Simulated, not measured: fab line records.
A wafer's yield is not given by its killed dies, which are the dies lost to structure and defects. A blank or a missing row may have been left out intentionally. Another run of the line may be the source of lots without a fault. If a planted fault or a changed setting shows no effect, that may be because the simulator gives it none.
Which tool was responsible?	flow sky130	6 lots, 18 wafers sampled, at 4 steps of a route of 708

== WHAT EACH GAUGE READ, for each wafer ==
SKY_SONOS_TUNNEL_CD_MEAS_07 targets a cd of 410 nm.
lot	measured	on	cd-nm (nm)
L785	day 11 23:59	cd-sem-01	407.8 407.8 410.1
L787	day 12 11:44	cd-sem-02	408.4 407.9 408.1
L789	day 13 04:08	cd-sem-01	404.1 405.0 405.4
L791	day 13 18:01	cd-sem-01	411.2 410.4 411.5
L801	day 16 21:10	cd-sem-02	406.2 405.9 278.3
L807	day 18 19:05	cd-sem-01	412.2 412.4 410.1

== WHAT TOOL EACH LOT RAN ON (gives the tool, then ch and the chambers of the sampled wafers, and finally the start) ==
lot	SKY_VT_ADJUST_LVTN_STRIP_20	SKY_VT_ADJUST_PCH_STRIP_09	SKY_SONOS_TUNNEL_DEVELOP_06
L785	plasma-asher-03 ch 0,1, day 8 07:17	plasma-asher-03 ch 0,1, day 11 01:22	litho-track-03 ch 0, day 11 23:50
L787	plasma-asher-03 ch 0,1, day 8 18:36	plasma-asher-02 ch 0,1, day 11 12:54	litho-track-02 ch 0, day 12 11:35
L789	plasma-asher-04 ch 0,1, day 9 09:27	plasma-asher-01 ch 0,1, day 12 05:09	litho-track-03 ch 0, day 13 03:59
L791	plasma-asher-01 ch 0,1, day 9 21:44	plasma-asher-03 ch 0,1, day 12 17:11	litho-track-01 ch 0, day 13 17:52
L801	plasma-asher-01 ch 1, day 12 12:36	plasma-asher-02 ch 0, day 15 17:16	litho-track-01 ch 0, day 16 21:01
L807	plasma-asher-04 ch 0,1, day 14 02:59	plasma-asher-02 ch 0,1, day 17 12:55	litho-track-02 ch 0, day 18 18:56
- SKY_VT_ADJUST_LVTN_STRIP_20: strips in O2/N2.
- SKY_VT_ADJUST_PCH_STRIP_09: strips in O2/N2.
- SKY_SONOS_TUNNEL_DEVELOP_06: develop time 60 s.

== THE ANSWER, worked out from the rows above alone ==
Rule: the usual values come from the lots themselves. The widest of any qualifying gaps counts: lots, ordered by their means at a reading, are off when they make up no more than a third of the lots, leave a main group of 4 or more, and stand apart from it by 3 or more times the standard deviation of that group's means. A main group whose means are all the same, to the digits that the tables above print for the reading, isn't used. A lot without any number at a reading at which 4 lots or more have one is off too. All remaining lots with rows at the step are treated as sound.
Off at SKY_SONOS_TUNNEL_CD_MEAS_07 (cd-nm): L801. The main group: mean 408.8 nm, standard deviation 2.4.
A tool fits if, at a process step before that reading, it ran every lot that is off, and no sound lot after the first of them. Gauges at SKY_SONOS_TUNNEL_CD_MEAS_07: tried the same way as those tools. Can't be told from this: 3 tools fit, plasma-asher-01 at SKY_VT_ADJUST_LVTN_STRIP_20, litho-track-01 at SKY_SONOS_TUNNEL_DEVELOP_06, cd-sem-02 at SKY_SONOS_TUNNEL_CD_MEAS_07.

== WHAT WAS PUT IN BY THE SIMULATOR ==
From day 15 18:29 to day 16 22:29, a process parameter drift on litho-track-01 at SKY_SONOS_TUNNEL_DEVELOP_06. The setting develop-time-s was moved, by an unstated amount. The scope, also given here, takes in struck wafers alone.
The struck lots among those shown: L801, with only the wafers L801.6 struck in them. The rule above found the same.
